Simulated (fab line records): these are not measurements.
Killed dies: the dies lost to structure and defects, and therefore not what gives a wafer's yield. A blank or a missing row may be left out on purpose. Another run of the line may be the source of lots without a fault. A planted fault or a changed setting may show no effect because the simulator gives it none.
fab line records -- flow sky130
record lots=6, wafers=17, lastDay=49
route steps=708 shown SONOS_ONO@180 GATE_OXIDE@187 PAD_OPEN@708
lots that met no fault: taken from a fault-free run of the same line
startH: start of the lot's first displayed wafer, in hours after the record's first day -- waitH: time in hours since the lot's previous step -- " the same as in the row above -- L1.1+2: several wafers, shown together as one row -- - no value, or no start was given -- * or withheld: withheld -- < > ~ a bound
route shown NAME@n: NAME is a module with steps in the file, n the number in the route of the first one -- usual: mean/standard deviation taken from wafers without a fault -- same: alike in all rows -- chamber/n: place in a boat -- sites: readings site by site -- _std_site: how widely they spread, as a standard deviation -- _edge_site: inner sites' mean taken away from outer sites' mean -- radiusMm: how far each site lies from the wafer's centre -- mask NAME#n: copy n -- behind: the tool/chamber that last shaped the wafer -- hold: cause of the lot's hold/its duration in hours/its outcome -- device: the n, p or np transistor that did not switch -- end of line: the same wafers' tests at the end of the route -- a step without rows: its recipe alone -- killed: not the wafer's yield, but the dies lost to structure and defects at the first sort -- map: a wafer's dies, marking killed ones x, the rest . and places with no die _
set.NAME: the setting the step ran with; set.NAME@STEP: the setting that earlier step ran with -- model.NAME: the simulator's own value behind a step, which no gauge read
a table for each step, a row for each wafer; lots at some steps of the route
services: a tool's chamber out of use, with start hour (startH, from the record's first day; less than 0 if before it), hours out, and reason
## steps
# step SKY_SONOS_ONO_DEVELOP_12
# recipe developTimeS=60, devTempC=23
# step SKY_SONOS_ONO_CD_MEAS_13
# recipe targetCdNm=410
# usual cdNm=410.3/2.3
lot.wafer,tool,chamber,startH,waitH,cdNm
L713.2,cdSem-01,-,294.66,0.1,411.3
L713.4,cdSem-01,-,294.66,0.1,411.1
L713.5,cdSem-01,-,294.66,0.1,413.3
L721.1,cdSem-02,-,365.14,0.1,410.0
L721.4,cdSem-02,-,365.14,0.1,411.3
L721.6,cdSem-02,-,365.14,0.1,407.5
L725.3,cdSem-01,-,396.15,0.1,412.7
L725.4,cdSem-01,-,396.15,0.1,411.2
L725.5,cdSem-01,-,396.15,0.1,412.5
L726.4,cdSem-02,-,407.55,0.1,410.9
L726.6,cdSem-02,-,407.55,0.1,411.3
L729.1,cdSem-01,-,431.10,0.1,412.3
L729.2,cdSem-01,-,431.10,0.1,411.3
L729.5,cdSem-01,-,431.10,0.1,413.0
L730.1,cdSem-02,-,442.10,0.1,414.5
L730.4,cdSem-02,-,442.10,0.1,412.6
L730.6,cdSem-02,-,442.10,0.1,413.5
# step SKY_SONOS_ONO_OVL_MEAS_14
# usual SONOS_ONO_OVL=-0.3/1.2
lot.wafer,tool,chamber,startH,waitH,SONOS_ONO_OVL[nm]
L713.2,overlay-01,-,294.77,0.1,-0.2
L713.4,overlay-01,-,294.77,0.1,-0.9
L713.5,overlay-01,-,294.77,0.1,-1.7
L721.1,overlay-02,-,365.26,0.1,-0.3
L721.4,overlay-02,-,365.26,0.1,-1.3
L721.6,overlay-02,-,365.26,0.1,0.6
L725.3,overlay-01,-,396.24,0.1,-2.1
L725.4,overlay-01,-,396.24,0.1,-0.4
L725.5,overlay-01,-,396.24,0.1,-1.1
L726.4,overlay-01,-,407.63,0.1,1.8
L726.6,overlay-01,-,407.63,0.1,0.2
L729.1,overlay-01,-,431.22,0.1,-0.4
L729.2,overlay-01,-,431.22,0.1,0.4
L729.5,overlay-01,-,431.22,0.1,0.0
L730.1,overlay-02,-,442.22,0.1,-0.9
L730.4,overlay-02,-,442.22,0.1,-2.0
L730.6,overlay-02,-,442.22,0.1,-0.5
# step SKY_SONOS_ONO_ETCH_15
# recipe targetDepthNm=19.52, chemistry=CHF3/O2, sourceW=600, biasW=200, pressureMtorr=40, chf3FlowSccm=50, O2_flow_sccm=5, timeS=7.8
# usual O2_flow_sccm=5.000/0.016, biasW=199.9/0.58, drypumpMotorCurrentA=5.7/0.44, oesProductAu=1.000/0.0093, rfFwdPowerW=588.2/2.7, throttleValvePct=8.823/0.01
lot.wafer,tool,chamber,startH,waitH,O2_flow_sccm,biasW,drypumpMotorCurrentA,oesProductAu,rfFwdPowerW,rfHoursCounterH,throttleValvePct
L713.2,rieDiel-03,3,294.80,0.0,5.007,200.2,5.5,1.004,589.8,9,8.832
L713.4,rieDiel-03,1,294.80,0.0,4.990,200.2,6.4,1.001,588.5,121,8.830
L713.5,rieDiel-03,1,294.80,0.0,4.999,200.2,6.3,0.999,588.6,-,8.834
L721.1,rieDiel-03,2,365.30,0.0,5.002,200.3,5.5,1.009,586.5,83,8.835
L721.4,rieDiel-03,2,365.30,0.0,4.995,200.0,5.5,1.006,589.5,-,8.834
L721.6,rieDiel-03,0,365.30,0.0,5.003,200.1,6.1,0.995,585.3,-,8.826
L725.3,rieDiel-03,1,396.26,0.0,5.003,199.5,6.3,1.006,588.3,1,8.818
L725.4,rieDiel-03,2,396.26,0.0,5.011,200.2,5.5,1.007,589.9,84,8.815
L725.5,rieDiel-03,1,396.26,0.0,4.988,199.7,6.3,0.997,589.6,-,8.820
L726.4,rieDiel-04,0,407.65,0.0,5.012,198.8,4.9,0.990,589.2,2,8.835
L726.6,rieDiel-04,1,407.65,0.0,4.980,199.2,5.8,0.983,589.5,-,8.809
L729.1,rieDiel-04,0,431.25,0.0,5.007,199.4,5.0,1.015,586.8,3,8.832
L729.2,rieDiel-04,3,431.25,0.0,4.957,200.1,5.8,1.000,588.1,40,8.850
L729.5,rieDiel-04,3,431.25,0.0,4.990,199.0,5.8,1.005,586.5,-,8.838
L730.1,rieDiel-03,1,442.25,0.0,4.989,199.9,6.3,1.004,593.0,2,8.822
L730.4,rieDiel-03,3,442.25,0.0,5.012,199.6,5.5,0.998,592.7,13,8.834
L730.6,rieDiel-03,0,442.25,0.0,4.983,199.9,6.0,0.994,585.4,-,8.821
# step SKY_SONOS_ONO_WET_ETCH_16
# recipe chemistry=dHF, targetDepthNm=14, dry=n2Spin, target=SiO2, dilution=100:1, tempC=25, timeS=280
# step SKY_SONOS_ONO_STRIP_17
# recipe chemistry=O2/N2, powerW=1400, pressureMtorr=1500, platenTempC=withheld, o2FlowSccm=3000, n2FlowSccm=300, overashFraction=0.5
# usual drypumpMotorCurrentA=6.14/0.2, oesProductAu=0.711/0.0045, stripTimeToEndpointS=14.10/0.043
lot.wafer,tool,chamber,startH,waitH,drypumpMotorCurrentA,oesProductAu,rfHoursCounterH,stripTimeToEndpointS
L713.2,plasmaAsher-04,0,294.91,0.0,6.33,0.715,17,14.07
L713.4,plasmaAsher-04,0,294.91,0.0,6.33,0.709,-,14.03
L713.5,plasmaAsher-04,0,294.91,0.0,6.35,0.718,-,14.06
L721.1,plasmaAsher-01,1,365.41,0.0,6.37,0.714,56,14.13
L721.4,plasmaAsher-01,1,365.41,0.0,6.37,0.717,-,14.20
L721.6,plasmaAsher-01,1,365.41,0.0,6.37,0.712,-,14.11
L725.3,plasmaAsher-03,0,396.40,0.0,5.97,0.717,-,14.12
L725.4,plasmaAsher-03,1,396.40,0.0,6.17,0.709,-,14.09
L725.5,plasmaAsher-03,0,396.40,0.0,5.95,0.715,-,14.07
L726.4,plasmaAsher-04,0,407.80,0.0,6.33,0.706,-,14.15
L726.6,plasmaAsher-04,1,407.80,0.0,6.23,0.716,-,14.11
L729.1,plasmaAsher-04,0,431.45,0.0,6.36,0.708,30,14.14
L729.2,plasmaAsher-04,1,431.45,0.0,6.24,0.714,30,14.06
L729.5,plasmaAsher-04,1,431.45,0.0,6.23,0.710,-,14.15
L730.1,plasmaAsher-03,0,442.36,0.0,5.96,0.707,1,14.10
L730.4,plasmaAsher-03,1,442.36,0.0,6.16,0.704,-,14.13
L730.6,plasmaAsher-03,0,442.36,0.0,5.96,0.703,-,14.12
# step SKY_SONOS_ONO_WET_ETCH_18
# recipe chemistry=H3PO4, targetDepthNm=15, target=Si3N4, tempC=160, timeS=172
# step SKY_GATE_OXIDE_CLEAN_00
# recipe chemistry=SC1/SC2, mix=1:4:20, tempC=70, timeS=150, dry=n2Spin
# step SKY_GATE_OXIDE_OXIDATION_01
# recipe tempC=900, ambient=O2, stabiliseS=600, purgeS=300, targetThkA=102.68, oxTimeS=1473
# step SKY_GATE_OXIDE_THK_MEAS_02
# recipe reads=SiO2_of_GATE_OXIDE_OXIDATION_01
# usual GATE_OXIDE_OXIDATION_00_THK=10.22/0.24
lot.wafer,tool,chamber,startH,waitH,GATE_OXIDE_OXIDATION_00_THK[nm]
L713.2,filmMetro-02,-,298.03,0.0,10.33
L713.4,filmMetro-02,-,298.03,0.0,10.23
L713.5,filmMetro-02,-,298.03,0.0,10.29
L721.1,filmMetro-02,-,368.04,0.0,10.14
L721.4,filmMetro-02,-,368.04,0.0,10.34
L721.6,filmMetro-02,-,368.04,0.0,10.14
L725.3,filmMetro-02,-,399.22,0.0,10.52
L725.4,filmMetro-02,-,399.22,0.0,10.48
L725.5,filmMetro-02,-,399.22,0.0,10.52
L726.4,filmMetro-04,-,409.72,0.0,10.39
L726.6,filmMetro-04,-,409.72,0.0,10.39
L729.1,filmMetro-04,-,433.65,0.0,9.98
L729.2,filmMetro-04,-,433.65,0.0,10.24
L729.5,filmMetro-04,-,433.65,0.0,10.12
L730.1,filmMetro-04,-,445.88,0.1,9.82
L730.4,filmMetro-04,-,445.88,0.1,9.86
L730.6,filmMetro-04,-,445.88,0.1,9.72
# step SKY_GATE_OXIDE_DEHYDRATE_03
# recipe tempC=200, timeS=60
# step SKY_GATE_OXIDE_HMDS_04
# recipe primeTimeS=60, primeTempC=120
# step SKY_GATE_OXIDE_COAT_05
# recipe resist=NOVOLAK, spinRpm=3000, resistThkNm=1140
# usual dispensePressureKPa=53.8/2.8
lot.wafer,tool,chamber,startH,waitH,dispensePressureKPa,model.NOVOLAK_of_GATE_OXIDE_COAT_05.thkNm
L713.2,lithoTrack-01,0,309.72,0.1,52.2,1140
L713.4,lithoTrack-01,0,309.72,0.1,52.2,1136
L713.5,lithoTrack-01,0,309.72,0.1,52.2,1141
L721.1,lithoTrack-02,0,382.56,0.1,58.2,1140
L721.4,lithoTrack-02,0,382.56,0.1,58.1,1144
L721.6,lithoTrack-02,0,382.56,0.1,58.2,1138
L725.3,lithoTrack-01,0,413.44,0.1,52.2,1141
L725.4,lithoTrack-01,0,413.44,0.1,52.1,563.2
L725.5,lithoTrack-01,0,413.44,0.1,52.2,1140
L726.4,lithoTrack-01,0,424.72,0.1,52.2,559.6
L726.6,lithoTrack-01,0,424.72,0.1,52.2,558.9
L729.1,lithoTrack-04,0,448.16,0.1,51.5,1132
L729.2,lithoTrack-04,0,448.16,0.1,51.6,1130
L729.5,lithoTrack-04,0,448.16,0.1,51.5,1126
L730.1,lithoTrack-04,0,460.41,0.1,51.5,1128
L730.4,lithoTrack-04,0,460.41,0.1,51.5,1132
L730.6,lithoTrack-04,0,460.41,0.1,51.5,1132
# step SKY_GATE_OXIDE_SOFTBAKE_06
# recipe tempC=90, timeS=60, resist=NOVOLAK
# step SKY_GATE_OXIDE_EXPOSE_07
# recipe maskId=LVOM, na=0.6, sourceShape=conventional, sigmaOuter=0.6, polarization=unpolarized, targetCdNm=600, doseMj=170
# step SKY_GATE_OXIDE_PEB_08
# recipe tempC=withheld, timeS=*, resist=NOVOLAK
# step SKY_GATE_OXIDE_DEVELOP_09
# recipe resist=NOVOLAK, developer=TMAH, developTimeS=60, devTempC=23
lot.wafer,tool,chamber,startH,waitH,model.NOVOLAK_of_GATE_OXIDE_COAT_05.thkNm
L713.2,lithoTrack-01,0,322.17,0.1,1139
L713.4,lithoTrack-01,0,322.17,0.1,1136
L713.5,lithoTrack-01,0,322.17,0.1,1141
L721.1,lithoTrack-04,0,397.16,0.1,1139
L721.4,lithoTrack-04,0,397.16,0.1,1143
L721.6,lithoTrack-04,0,397.16,0.1,1138
L725.3,lithoTrack-04,0,428.56,0.1,1141
L725.4,lithoTrack-04,0,428.56,0.1,562.8
L725.5,lithoTrack-04,0,428.56,0.1,1140
L726.4,lithoTrack-01,0,440.07,0.1,559.2
L726.6,lithoTrack-01,0,440.07,0.1,558.5
L729.1,lithoTrack-04,0,463.86,0.1,1132
L729.2,lithoTrack-04,0,463.86,0.1,1130
L729.5,lithoTrack-04,0,463.86,0.1,1125
L730.1,lithoTrack-02,0,475.31,0.1,1128
L730.4+6,lithoTrack-02,0,475.31,0.1,1131
# step SKY_GATE_OXIDE_OVL_MEAS_10
# usual GATE_OXIDE_OVL=-0.5/1.3
lot.wafer,tool,chamber,startH,waitH,GATE_OXIDE_OVL[nm]
L713.2,overlay-02,-,322.30,0.1,-1.9
L713.4,overlay-02,-,322.30,0.1,-0.6
L713.5,overlay-02,-,322.30,0.1,0.1
L721.1,overlay-01,-,397.31,0.1,-0.6
L721.4,overlay-01,-,397.31,0.1,0.3
L721.6,overlay-01,-,397.31,0.1,-0.8
L725.3,overlay-02,-,428.67,0.1,0.3
L725.4,overlay-02,-,428.67,0.1,0.2
L725.5,overlay-02,-,428.67,0.1,-1.3
L726.4,overlay-01,-,440.16,0.1,-1.5
L726.6,overlay-01,-,440.16,0.1,-0.1
L729.1,overlay-01,-,464.01,0.1,1.2
L729.2,overlay-01,-,464.01,0.1,1.3
L729.5,overlay-01,-,464.01,0.1,1.6
L730.1,overlay-01,-,475.46,0.1,0.2
L730.4,overlay-01,-,475.46,0.1,0.2
L730.6,overlay-01,-,475.46,0.1,0.6
# step SKY_GATE_OXIDE_IMPLANT_11
# recipe species=B, energyKev=10, doseCm2=2.6e+12, tiltDeg=withheld
# step SKY_GATE_OXIDE_WET_ETCH_12
# recipe chemistry=dHF, targetDepthNm=16.8, dry=n2Spin, target=SiO2, dilution=100:1, tempC=25, timeS=336
# step SKY_GATE_OXIDE_STRIP_13
# recipe chemistry=O2/N2, powerW=1400, pressureMtorr=1500, platenTempC=withheld, o2FlowSccm=3000, n2FlowSccm=300, overashFraction=0.5
# usual drypumpMotorCurrentA=6.17/0.29, oesProductAu=0.716/0.0046, stripTimeToEndpointS=14.17/0.049
lot.wafer,tool,chamber,startH,waitH,drypumpMotorCurrentA,oesProductAu,rfHoursCounterH,stripTimeToEndpointS
L713.2,plasmaAsher-02,0,322.58,0.0,5.76,0.720,61,14.18
L713.4,plasmaAsher-02,0,322.58,0.0,5.76,0.714,-,14.13
L713.5,plasmaAsher-02,0,322.58,0.0,5.79,0.706,-,14.18
L721.1,plasmaAsher-01,0,397.60,0.0,5.83,0.721,59,14.19
L721.4,plasmaAsher-01,0,397.60,0.0,5.82,0.713,-,14.21
L721.6,plasmaAsher-01,1,397.60,0.0,6.38,0.715,-,14.15
L725.3,plasmaAsher-04,0,429.08,0.0,6.32,0.715,-,14.19
L725.4,plasmaAsher-04,1,429.08,0.0,6.26,0.547,-,7.44
L725.5,plasmaAsher-04,0,429.08,0.0,6.35,0.714,-,14.19
L726.4,plasmaAsher-02,1,440.46,0.0,6.50,0.537,-,7.41
L726.6,plasmaAsher-02,1,440.46,0.0,6.51,0.547,-,7.40
L729.1,plasmaAsher-04,1,464.30,0.0,6.25,0.715,34,14.10
L729.2,plasmaAsher-04,0,464.30,0.0,6.35,0.713,34,14.05
L729.5,plasmaAsher-04,0,464.30,0.0,6.33,0.722,-,14.01
L730.1,plasmaAsher-02,1,475.74,0.0,6.53,0.714,77,14.04
L730.4,plasmaAsher-02,0,475.74,0.0,5.77,0.718,-,14.07
L730.6,plasmaAsher-02,1,475.74,0.0,6.57,0.713,-,14.07
# step SKY_GATE_OXIDE_TW_MEAS_14
# usual GATE_OXIDE_TW=225.3/2
lot.wafer,tool,chamber,startH,waitH,GATE_OXIDE_TW
L713.2,filmMetro-02,-,322.69,0.1,223.4
L713.4,filmMetro-02,-,322.69,0.1,222.1
L713.5,filmMetro-02,-,322.69,0.1,222.6
L721.1,filmMetro-04,-,397.70,0.1,225.2
L721.4,filmMetro-04,-,397.70,0.1,224.5
L721.6,filmMetro-04,-,397.70,0.1,225.3
L725.3,filmMetro-01,-,429.17,0.1,226.7
L725.4,filmMetro-01,-,429.17,0.1,226.9
L725.5,filmMetro-01,-,429.17,0.1,226.6
L726.4,filmMetro-02,-,440.56,0.1,222.6
L726.6,filmMetro-02,-,440.56,0.1,222.6
L729.1,filmMetro-01,-,464.40,0.1,229.2
L729.2,filmMetro-01,-,464.40,0.1,228.5
L729.5,filmMetro-01,-,464.40,0.1,228.1
L730.1,filmMetro-04,-,475.84,0.1,226.0
L730.4,filmMetro-04,-,475.84,0.1,226.2
L730.6,filmMetro-04,-,475.84,0.1,225.9
# step SKY_PAD_OPEN_PROBE_99
# usual killed_at_M0_to_M3=44/6.8, killed_at_M4_up=3.2/1.7, killedAtContacts=24/4.9, killedAtFrontEnd=14/4.1, killedAtOther=0.2/0.51, killedDies=85/8.7, killedOpen=46/6.8, killedShort=39/6.1
# same grossDies=492, killedAtBackSide=0
lot.wafer,tool,chamber,startH,waitH,killed_at_M0_to_M3,killed_at_M4_up,killedAtContacts,killedAtFrontEnd,killedAtOther,killedDies,killedOpen,killedShort
L713.2,prober-02,-,1081.88,0.1,49,5,23,10,2,89,44,45
L713.4,prober-02,-,1081.98,0.2,34,3,29,21,1,88,52,36
L713.5,prober-02,-,1082.03,0.2,36,5,28,13,0,82,51,31
L726.4,prober-01,-,1169.87,0.2,35,1,28,17,0,81,50,31
L726.6,prober-01,-,1169.97,0.2,38,2,31,19,0,90,42,48
# killed by level:class
L713.2 VIA1:geometricParticle:open=9 VIA3:geometricParticle:open=8 LI_CONTACT:geometricParticle:open=7 VIA1:geometricParticle:short=7 VIA2:geometricParticle:short=7 CONTACT:geometricParticle:open=6 VIA2:geometricParticle:open=6 METAL4:geometricParticle:short=5
L713.4 CONTACT:geometricParticle:open=10 LI_CONTACT:geometricParticle:open=9 POLY_GATE:geometricParticle:short=6 VIA1:geometricParticle:open=6 VIA2:geometricParticle:open=6 POLY_GATE:geometricParticle:open=5 METAL3:geometricParticle:short=5 METAL2:geometricParticle:short=5
L713.5 CONTACT:geometricParticle:open=12 VIA1:geometricParticle:open=8 VIA2:geometricParticle:open=7 LI_CONTACT:geometricParticle:open=7 VIA3:geometricParticle:open=7 CONTACT:geometricParticle:short=7 VIA1:geometricParticle:short=7 POLY_GATE:geometricParticle:short=4
L726.4 CONTACT:geometricParticle:open=12 VIA1:geometricParticle:open=10 CONTACT:geometricParticle:short=6 VIA3:geometricParticle:open=6 POLY_GATE:geometricParticle:short=5 LI_CONTACT:geometricParticle:open=5 FIELD_ISO:geometricParticle:open=4 POLY_GATE:geometricParticle:open=4
L726.6 VIA1:geometricParticle:open=10 CONTACT:geometricParticle:short=9 LI_CONTACT:geometricParticle:open=7 VIA3:geometricParticle:open=7 FIELD_ISO:geometricParticle:open=5 FIELD_ISO:geometricParticle:short=5 LI_CONTACT:geometricParticle:short=5 CONTACT:geometricParticle:open=5
## services
tool,chamber,startH,hours,kind
plasmaAsher-03,-,271.20,0.9,repair
rieDiel-04,2,298.35,2.9,repair
rieDiel-03,-,312.70,1.2,repair
rieDiel-04,0,328.04,3.6,repair
plasmaAsher-03,-,333.44,2.8,pm
rieDiel-03,1,342.25,-,clean
rieDiel-03,1,342.25,25.3,scheduledDown
rieDiel-03,1,342.25,25.3,ventCycle
rieDiel-04,0,371.19,3.4,repair
rieDiel-03,0,377.73,2.6,repair
rieDiel-04,0,388.46,3.8,repair
rieDiel-03,0,405.81,12.5,repair
plasmaAsher-03,-,421.25,9.0,pm
plasmaAsher-03,0,421.25,9.0,ventCycle
plasmaAsher-03,1,421.25,9.0,ventCycle
plasmaAsher-02,-,427.84,1.3,repair
plasmaAsher-03,0,430.25,-,clean
plasmaAsher-03,1,430.25,-,clean
plasmaAsher-03,-,443.47,3.0,repair
rieDiel-04,1,445.01,5.3,repair
rieDiel-03,0,459.39,7.7,repair
rieDiel-03,3,461.70,2.8,repair
## key
firstSign step=SKY_GATE_OXIDE_STRIP_13, reading=stripTimeToEndpointS, direction=down, sigmas=99+, usual=*, struck=*
effect step=SKY_GATE_OXIDE_STRIP_13, reading=oesProductAu, direction=down, sigmas=38, usual=0.716, struck=0.544
modelEffect step=SKY_GATE_OXIDE_COAT_05, value=NOVOLAK_of_GATE_OXIDE_COAT_05.thkNm, without=1138, struck=560.6
modelEffect step=SKY_GATE_OXIDE_DEVELOP_09, value=NOVOLAK_of_GATE_OXIDE_COAT_05.thkNm, without=1138, struck=560.2
metAt SKY_GATE_OXIDE_COAT_05
struckWafers L725.4,L726.4,L726.6
testerLeftOut L725,L726
onsetBetween 309.72 413.44
fault kind=processParameterDrift, tool=lithoTrack-01, chamber=-, onsetH=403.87, steps=SKY_GATE_OXIDE_COAT_05, channel=resistThkNm, offset=-578.66, shape=step, endH=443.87, scope=struckWafersOnly, actsIn=theseRecipesOnly, stated=1140
# testerLeftOut: of these lots the tester's yield and bins aren't shown, on N5 and GAA mostly nor the transistor test; their killed dies are dies lost to structure and defects alone, not to doping, threshold or leakage, so they don't give the yield
